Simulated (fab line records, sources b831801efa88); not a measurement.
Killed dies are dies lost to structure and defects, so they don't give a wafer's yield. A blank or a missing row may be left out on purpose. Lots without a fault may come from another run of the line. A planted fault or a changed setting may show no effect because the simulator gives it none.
fab line records | flow sky130 | part 2 of 2: steps 27 to 37 of 37
record lots=5 wafers=15 last_day=49
route steps=708 shown VT_ADJUST_NCORE@128 VT_ADJUST_HVTR@131 VT_ADJUST_PCH@143 SONOS_TUNNEL@154
lots that met no fault: from a run of the same line without faults
start_h: hours from the record's first day to the start of the lot's first wafer shown | wait_h: hours since the lot's step before | " the same as in the row above | L1.1+2: a row that stands for several wafers | - no value, or no start given | * or withheld: withheld | < > ~ a bound
route shown NAME@n: a module of which the file shows steps, and the number in the route of the first | usual: mean/standard deviation of fault-free wafers | same: alike in all rows | chamber/n: place in a boat | sites: the reading at each site | _std_site: their standard deviation | _edge_site: outer sites' mean less inner sites' | radius_mm: how far each site lies from the wafer's centre | mask NAME#n: copy n | behind: the tool/chamber that last shaped the wafer | hold: why the lot was held/for how many hours/how that ended | device: the transistor (n, p or np) that didn't switch | end of line: the same wafers' tests at the end of the route | a step without rows: its recipe alone | killed: dies lost to structure and defects at the first sort, not the wafer's yield | map: a wafer's dies, x killed, . not, _ none there
set.NAME: the setting as run; set.NAME@STEP: as run at that earlier step | model.NAME: the simulator's own value behind a step, which no gauge read
lots at some steps of the route; a table a step, a row a wafer
services: from which hour (start_h, from the record's first day; less than 0 if before it) a tool's chamber was out of use, for how many hours, and why
## steps
# step SKY_SONOS_TUNNEL_DEHYDRATE_00
# recipe temp_c=200 time_s=60
# usual chill_plate_temp_C=23.01/0.1
# columns lot.wafer tool chamber start_h wait_h chill_plate_temp_C
L074.4 litho_track-04 0 232.47 10.7 23.03
L074.5 " 0 " " 23.07
L074.6 " 0 " " 22.92
L079.1 litho_track-04 0 280.55 11.8 23.18
L079.4 " 0 " " 23.07
L079.6 " 0 " " 22.97
L080.2 litho_track-01 0 287.12 11.7 23.11
L080.4 " 0 " " 22.96
L080.5 " 0 " " 22.93
L087.2 litho_track-01 0 334.97 13.0 23.08
L087.4 " 0 " " 23.13
L087.5 " 0 " " 23.01
L094.1 litho_track-02 0 392.47 13.6 23.03
L094.2 " 0 " " 23.10
L094.5 " 0 " " 23.09
# step SKY_SONOS_TUNNEL_HMDS_01
# recipe prime_time_s=60 prime_temp_c=120
# usual chill_plate_temp_C=23.01/0.11
# columns lot.wafer tool chamber start_h wait_h chill_plate_temp_C
L074.4 litho_track-04 0 232.62 0.1 22.93
L074.5 " 0 " " 22.89
L074.6 " 0 " " 23.01
L079.1 litho_track-04 0 280.70 0.1 23.09
L079.4 " 0 " " 22.95
L079.6 " 0 " " 23.09
L080.2 litho_track-01 0 287.27 0.1 23.04
L080.4 " 0 " " 22.88
L080.5 " 0 " " 22.93
L087.2 litho_track-01 0 335.12 0.1 22.89
L087.4 " 0 " " 22.98
L087.5 " 0 " " 22.99
L094.1 litho_track-02 0 392.62 0.1 22.94
L094.2 " 0 " " 22.91
L094.5 " 0 " " 23.03
# step SKY_SONOS_TUNNEL_COAT_02
# recipe resist=NOVOLAK spin_rpm=3000 resist_thk_nm=1140
# usual chill_plate_temp_C=23.00/0.1 spin_speed_rpm=3000.2/2
# columns lot.wafer tool chamber start_h wait_h chill_plate_temp_C spin_speed_rpm
L074.4 litho_track-04 0 232.77 0.1 23.01 3001.0
L074.5 " 0 " " 23.14 3004.6
L074.6 " 0 " " 22.96 3001.6
L079.1 litho_track-04 0 280.85 0.1 23.00 3000.5
L079.4 " 0 " " 22.97 3001.8
L079.6 " 0 " " 22.85 3002.7
L080.2 litho_track-01 0 287.42 0.1 23.01 2999.1
L080.4 " 0 " " 23.07 3001.2
L080.5 " 0 " " 23.00 2997.8
L087.2 litho_track-01 0 335.27 0.1 23.05 2997.4
L087.4 " 0 " " 22.97 2996.8
L087.5 " 0 " " 22.92 2997.0
L094.1 litho_track-02 0 392.77 0.1 23.01 3000.7
L094.2 " 0 " " 22.98 3004.3
L094.5 " 0 " " 22.90 3002.3
# step SKY_SONOS_TUNNEL_SOFTBAKE_03
# recipe temp_c=90 time_s=60 resist=NOVOLAK
# usual chill_plate_temp_C=23.00/0.094
# columns lot.wafer tool chamber start_h wait_h chill_plate_temp_C
L074.4 litho_track-04 0 232.92 0.1 23.05
L074.5 " 0 " " 22.83
L074.6 " 0 " " 22.97
L079.1 litho_track-04 0 281.00 0.1 22.92
L079.4 " 0 " " 22.98
L079.6 " 0 " " 22.92
L080.2 litho_track-01 0 287.57 0.1 22.95
L080.4 " 0 " " 23.12
L080.5 " 0 " " 22.97
L087.2 litho_track-01 0 335.42 0.1 22.92
L087.4 " 0 " " 23.07
L087.5 " 0 " " 23.14
L094.1 litho_track-02 0 392.92 0.1 23.01
L094.2 " 0 " " 22.97
L094.5 " 0 " " 22.91
# step SKY_SONOS_TUNNEL_EXPOSE_04
# recipe mask_id=TUNM na=0.6 source_shape=conventional sigma_outer=0.6 polarization=unpolarized target_cd_nm=410 dose_mj=136
# columns lot.wafer tool chamber start_h wait_h mask
L074.4+5+6 iline_stepper-02 0 - - TUNM#0
L079.1+4+6 iline_stepper-02 0 - - TUNM#0
L080.2+4+5 iline_stepper-01 0 - - TUNM#0
L087.2+4+5 iline_stepper-01 0 - - TUNM#0
L094.1+2+5 iline_stepper-02 0 - - TUNM#0
# step SKY_SONOS_TUNNEL_PEB_05
# recipe temp_c=withheld time_s=* resist=NOVOLAK
# usual chill_plate_temp_C=*
# columns lot.wafer tool chamber start_h wait_h chill_plate_temp_C
L074.4 litho_track-04 0 - - *
L074.5 " 0 " " *
L074.6 " 0 " " *
L079.1 litho_track-04 0 - - *
L079.4 " 0 " " *
L079.6 " 0 " " *
L080.2 litho_track-04 0 - - *
L080.4 " 0 " " *
L080.5 " 0 " " *
L087.2 litho_track-01 0 - - *
L087.4 " 0 " " *
L087.5 " 0 " " *
L094.1 litho_track-04 0 - - *
L094.2 " 0 " " *
L094.5 " 0 " " *
# step SKY_SONOS_TUNNEL_DEVELOP_06
# recipe resist=NOVOLAK developer=TMAH develop_time_s=60 dev_temp_c=23
# usual chill_plate_temp_C=22.98/0.11 developer_temp_C=23.01/0.1
# columns lot.wafer tool chamber start_h wait_h chill_plate_temp_C developer_temp_C
L074.4 litho_track-04 0 244.17 0.1 22.98 23.02
L074.5 " 0 " " 23.19 22.98
L074.6 " 0 " " 23.16 22.92
L079.1 litho_track-04 0 293.55 0.1 22.96 22.87
L079.4 " 0 " " 23.09 22.86
L079.6 " 0 " " 23.21 22.88
L080.2 litho_track-04 0 300.17 0.1 22.97 23.03
L080.4 " 0 " " 23.08 23.03
L080.5 " 0 " " 23.02 22.92
L087.2 litho_track-01 0 348.17 0.1 22.82 23.07
L087.4 " 0 " " 22.98 23.05
L087.5 " 0 " " 23.02 23.17
L094.1 litho_track-04 0 407.10 0.1 22.90 22.96
L094.2 " 0 " " 23.02 23.06
L094.5 " 0 " " 22.97 23.05
# step SKY_SONOS_TUNNEL_CD_MEAS_07
# recipe target_cd_nm=410
# usual cd_nm=409.3/2.2
# columns lot.wafer tool chamber start_h wait_h cd_nm
L074.4 cd_sem-02 - 244.31 0.1 410.5
L074.5 " - " " 411.1
L074.6 " - " " 410.0
L079.1 cd_sem-01 - 293.70 0.1 406.5
L079.4 " - " " 406.9
L079.6 " - " " 407.5
L080.2 cd_sem-01 - 300.32 0.1 408.5
L080.4 " - " " 406.9
L080.5 " - " " 409.3
L087.2 cd_sem-01 - 348.31 0.1 408.7
L087.4 " - " " 408.0
L087.5 " - " " 409.4
L094.1 cd_sem-01 - 407.25 0.1 410.2
L094.2 " - " " 411.3
L094.5 " - " " 410.6
# step SKY_SONOS_TUNNEL_OVL_MEAS_08
# usual SONOS_TUNNEL_OVL=0.8/1.7
# columns lot.wafer tool chamber start_h wait_h SONOS_TUNNEL_OVL[nm]
L074.4 overlay-01 - 244.39 0.1 -0.5
L074.5 " - " " -0.3
L074.6 " - " " -0.5
L079.1 overlay-02 - 293.82 0.1 1.4
L079.4 " - " " 1.9
L079.6 " - " " 1.0
L080.2 overlay-01 - 300.42 0.1 2.8
L080.4 " - " " 3.1
L080.5 " - " " 5.2
L087.2 overlay-01 - 348.42 0.1 -0.4
L087.4 " - " " -0.5
L087.5 " - " " 0.4
L094.1 overlay-02 - 407.37 0.1 2.6
L094.2 " - " " 1.7
L094.5 " - " " 0.6
# step SKY_SONOS_TUNNEL_IMPLANT_09
# recipe species=B energy_kev=20 dose_cm2=1e+12 tilt_deg=withheld
# columns lot.wafer tool chamber start_h wait_h
L074.4+5+6 implanter-04 0 244.48 0.1
L079.1+4+6 implanter-04 0 293.85 0.0
L080.2+4+5 implanter-02 0 300.48 0.0
L087.2+4+5 implanter-03 0 348.47 0.0
L094.1+2+5 implanter-03 0 407.40 0.0
# step SKY_SONOS_TUNNEL_WET_ETCH_10
# recipe chemistry=dHF target_depth_nm=14 target=SiO2 dilution=100:1 temp_c=25 time_s=280
# columns lot.wafer tool chamber start_h wait_h
L074.4+5+6 wet_bench-01 1 244.55 0.1
L079.1+4+6 wet_bench-01 1 294.00 0.1
L080.2+4+5 wet_bench-01 1 300.60 0.1
L087.2+4+5 wet_bench-04 0 348.60 0.1
L094.1+2+5 wet_bench-02 3 407.55 0.1
## services
# columns tool chamber start_h hours kind
implanter-03 - 182.30 5.0 repair
implanter-03 - 190.45 2.6 repair
plasma_asher-04 - 223.91 1.5 repair
wet_bench-02 - 232.98 3.2 repair
iline_stepper-01 - 244.63 1.7 pm
implanter-04 - 246.13 1.7 repair
plasma_asher-01 - 249.75 5.9 repair
implanter-04 - 252.74 2.0 repair
implanter-03 - 279.67 8.0 pm
wet_bench-02 - 284.30 1.2 repair
plasma_asher-03 - 285.26 2.8 pm
implanter-01 - 285.98 1.8 repair
implanter-02 - 290.90 5.0 pm
wet_bench-01 - 300.84 0.8 repair
plasma_asher-01 - 311.74 1.2 repair
wet_bench-02 - 316.23 1.6 repair
plasma_asher-01 - 324.63 8.0 repair
wet_bench-04 - 326.02 2.3 repair
iline_stepper-02 - 329.94 1.7 pm
iline_stepper-01 - 351.46 0.9 repair
implanter-02 - 362.68 2.0 repair
iline_stepper-01 - 381.73 4.4 pm
plasma_asher-02 - 386.98 3.1 repair
wet_bench-01 - 392.04 1.0 repair
